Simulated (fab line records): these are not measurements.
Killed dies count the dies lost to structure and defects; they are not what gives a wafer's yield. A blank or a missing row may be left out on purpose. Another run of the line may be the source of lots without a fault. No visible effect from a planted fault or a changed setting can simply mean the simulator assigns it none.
Which of the tools did it? :: flow sky130 :: 36 wafers from 12 lots sampled at 3 of the route's 708 steps

== WHAT THE GAUGES READ, wafer by wafer ==
SKY_VT_ADJUST_LVTN_TW_MEAS_21. Usual: for VT_ADJUST_LVTN_2_TW the level is 188.2 and the standard deviation is 1.4.
lot: L155
measured: day 8 13:59
on: film_metro-01
VT_ADJUST_LVTN_2_TW: 189.5 189.2 189.4
flag: 

lot: L158
measured: day 9 03:45
on: film_metro-04
VT_ADJUST_LVTN_2_TW: 190.2 191.1 189.8
flag: 

lot: L159
measured: day 9 06:11
on: film_metro-01
VT_ADJUST_LVTN_2_TW: 188.2 188.5 187.9
flag: 

lot: L161
measured: day 9 19:46
on: film_metro-01
VT_ADJUST_LVTN_2_TW: 187.9 188.5 188.4
flag: 

lot: L162
measured: day 9 20:03
on: film_metro-04
VT_ADJUST_LVTN_2_TW: 190.0 190.5 189.4
flag: 

lot: L164
measured: day 10 14:01
on: film_metro-01
VT_ADJUST_LVTN_2_TW: 187.6 188.0 189.5
flag: 

lot: L167
measured: day 11 02:37
on: film_metro-01
VT_ADJUST_LVTN_2_TW: 173.6 174.3 172.9
flag: OFF

lot: L168
measured: day 11 08:25
on: film_metro-02
VT_ADJUST_LVTN_2_TW: 171.6 170.7 170.7
flag: OFF

lot: L173
measured: day 12 18:25
on: film_metro-04
VT_ADJUST_LVTN_2_TW: 188.1 188.7 187.4
flag: 

lot: L174
measured: day 13 03:53
on: film_metro-02
VT_ADJUST_LVTN_2_TW: 186.5 186.4 186.6
flag: 

lot: L175
measured: day 13 12:05
on: film_metro-04
VT_ADJUST_LVTN_2_TW: 189.2 190.1 190.0
flag: 

lot: L178
measured: day 14 08:39
on: film_metro-01
VT_ADJUST_LVTN_2_TW: 189.2 188.2 188.5
flag: 

SKY_POLY_GATE_CD_MEAS_22. Usual: cd_nm 150.3 nm, standard deviation 2.6.
lot: L155
measured: day 17 09:23
on: cd_sem-01
cd_nm (nm): 148.6 151.5 148.3
flag: 

lot: L158
measured: day 18 06:40
on: cd_sem-02
cd_nm (nm): 151.2 152.9 153.5
flag: 

lot: L159
measured: day 18 12:21
on: cd_sem-02
cd_nm (nm): 144.9 151.6 152.0
flag: 

lot: L161
measured: day 19 03:49
on: cd_sem-01
cd_nm (nm): 151.4 150.3 151.4
flag: 

lot: L162
measured: day 19 09:29
on: cd_sem-01
cd_nm (nm): 149.7 147.9 149.1
flag: 

lot: L164
measured: day 20 06:51
on: cd_sem-01
cd_nm (nm): 149.5 154.0 151.2
flag: 

lot: L167
measured: day 20 21:31
on: cd_sem-02
cd_nm (nm): 151.5 153.6 152.9
flag: 

lot: L168
measured: day 21 09:09
on: cd_sem-02
cd_nm (nm): 146.3 155.0 153.4
flag: 

lot: L173
measured: day 23 03:19
on: cd_sem-01
cd_nm (nm): 150.1 142.8 151.3
flag: 

lot: L174
measured: day 23 14:09
on: cd_sem-02
cd_nm (nm): 148.4 150.1 147.8
flag: 

lot: L175
measured: day 23 19:58
on: cd_sem-01
cd_nm (nm): 152.6 154.1 151.5
flag: 

lot: L178
measured: day 24 20:38
on: cd_sem-01
cd_nm (nm): 153.6 153.2 151.3
flag: 

== TOOL THAT RAN EACH LOT (tool first, then ch and the chambers of the sampled wafers, then the start) ==
lot: L155
SKY_VT_ADJUST_LVTN_IMPLANT_19: implanter-04 ch 0, day 8 13:46

lot: L158
SKY_VT_ADJUST_LVTN_IMPLANT_19: implanter-04 ch 0, day 9 03:30

lot: L159
SKY_VT_ADJUST_LVTN_IMPLANT_19: implanter-04 ch 0, day 9 05:57

lot: L161
SKY_VT_ADJUST_LVTN_IMPLANT_19: implanter-01 ch 0, day 9 19:32

lot: L162
SKY_VT_ADJUST_LVTN_IMPLANT_19: implanter-04 ch 0, day 9 19:48

lot: L164
SKY_VT_ADJUST_LVTN_IMPLANT_19: implanter-01 ch 0, day 10 13:47

lot: L167
SKY_VT_ADJUST_LVTN_IMPLANT_19: implanter-04 ch 0, day 11 02:22

lot: L168
SKY_VT_ADJUST_LVTN_IMPLANT_19: implanter-04 ch 0, day 11 08:11

lot: L173
SKY_VT_ADJUST_LVTN_IMPLANT_19: implanter-03 ch 0, day 12 18:10

lot: L174
SKY_VT_ADJUST_LVTN_IMPLANT_19: implanter-01 ch 0, day 13 03:38

lot: L175
SKY_VT_ADJUST_LVTN_IMPLANT_19: implanter-03 ch 0, day 13 11:50

lot: L178
SKY_VT_ADJUST_LVTN_IMPLANT_19: implanter-03 ch 0, day 14 08:24
- SKY_VT_ADJUST_LVTN_IMPLANT_19

== WHAT THE TOOLS THEMSELVES READ (means of the sampled wafers that have a number; where no wafer has one, the mark that the record gives instead) ==
SKY_VT_ADJUST_LVTN_IMPLANT_19. Usual: beam_energy_keV 30.001, standard deviation 0.0096; dose_ions_cm2 6.501e+11, standard deviation 6.8e+08; faraday_current_uA 3.67, standard deviation 0.067.
lot: L155
tool: implanter-04
beam_energy_keV: 29.999
dose_ions_cm2: 6.499e+11
faraday_current_uA: 3.64
flag: 

lot: L158
tool: implanter-04
beam_energy_keV: 29.997
dose_ions_cm2: 6.499e+11
faraday_current_uA: 3.69
flag: 

lot: L159
tool: implanter-04
beam_energy_keV: 30.006
dose_ions_cm2: 6.508e+11
faraday_current_uA: 3.75
flag: 

lot: L161
tool: implanter-01
beam_energy_keV: 30.003
dose_ions_cm2: 6.507e+11
faraday_current_uA: 3.70
flag: 

lot: L162
tool: implanter-04
beam_energy_keV: 30.001
dose_ions_cm2: 6.501e+11
faraday_current_uA: 3.68
flag: 

lot: L164
tool: implanter-01
beam_energy_keV: 30.013
dose_ions_cm2: 6.500e+11
faraday_current_uA: 3.65
flag: 

lot: L167
tool: implanter-04
beam_energy_keV: 29.997
dose_ions_cm2: 4.788e+11
faraday_current_uA: 2.68
flag: OFF

lot: L168
tool: implanter-04
beam_energy_keV: 30.004
dose_ions_cm2: 4.783e+11
faraday_current_uA: 2.66
flag: OFF

lot: L173
tool: implanter-03
beam_energy_keV: 29.989
dose_ions_cm2: 6.499e+11
faraday_current_uA: 3.68
flag: 

lot: L174
tool: implanter-01
beam_energy_keV: 29.994
dose_ions_cm2: 6.513e+11
faraday_current_uA: 3.72
flag: 

lot: L175
tool: implanter-03
beam_energy_keV: 30.011
dose_ions_cm2: 6.497e+11
faraday_current_uA: 3.69
flag: 

lot: L178
tool: implanter-03
beam_energy_keV: 30.010
dose_ions_cm2: 6.493e+11
faraday_current_uA: 3.67
flag: 

== THE ANSWER, worked out from the rows above alone ==
Rule: lot off if the mean of its wafers having a number is beyond 3 standard deviations from the usual mean. Also off: a lot with no number at a reading for which 4 or more lots have one. All remaining lots with rows at the step are treated as sound. First the gauges in route order, then the tools' own readings, where a lot's mean is used as printed above. The first step at which some lot is off is used, and at that step the reading that is off furthest; a lot without a number counts as furthest.
Off: L167, L168, seen at SKY_VT_ADJUST_LVTN_TW_MEAS_21 (VT_ADJUST_LVTN_2_TW).
A tool fits if, at a process step before that reading, it ran every lot that is off, and no sound lot after the first of them. Not tried: the gauges at SKY_VT_ADJUST_LVTN_TW_MEAS_21; whatever is off there is also off at SKY_VT_ADJUST_LVTN_IMPLANT_19, on other tools, and gauge error can't account for it. One candidate fits, namely implanter-04 at SKY_VT_ADJUST_LVTN_IMPLANT_19. A fault onset in the window from L162 (day 9 19:48, its last sound lot) to L167 (day 11 02:22, its first lot off) fits.
The tool's own readings at SKY_VT_ADJUST_LVTN_IMPLANT_19 bear it out: on the lots that are off they differ by more than 5 times the standard deviation of the sound lots' means. dose_ions_cm2 reads 4.786e+11 there against 6.502e+11 on the sound lots; faraday_current_uA reads 2.67 there against 3.69 on the sound lots.

== WHAT THE SIMULATOR HAD PUT IN ==
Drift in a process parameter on implanter-04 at SKY_VT_ADJUST_LVTN_IMPLANT_19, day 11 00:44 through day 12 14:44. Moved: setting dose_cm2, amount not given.
Struck lots among those shown: L167, L168. The same result came from the rule above.
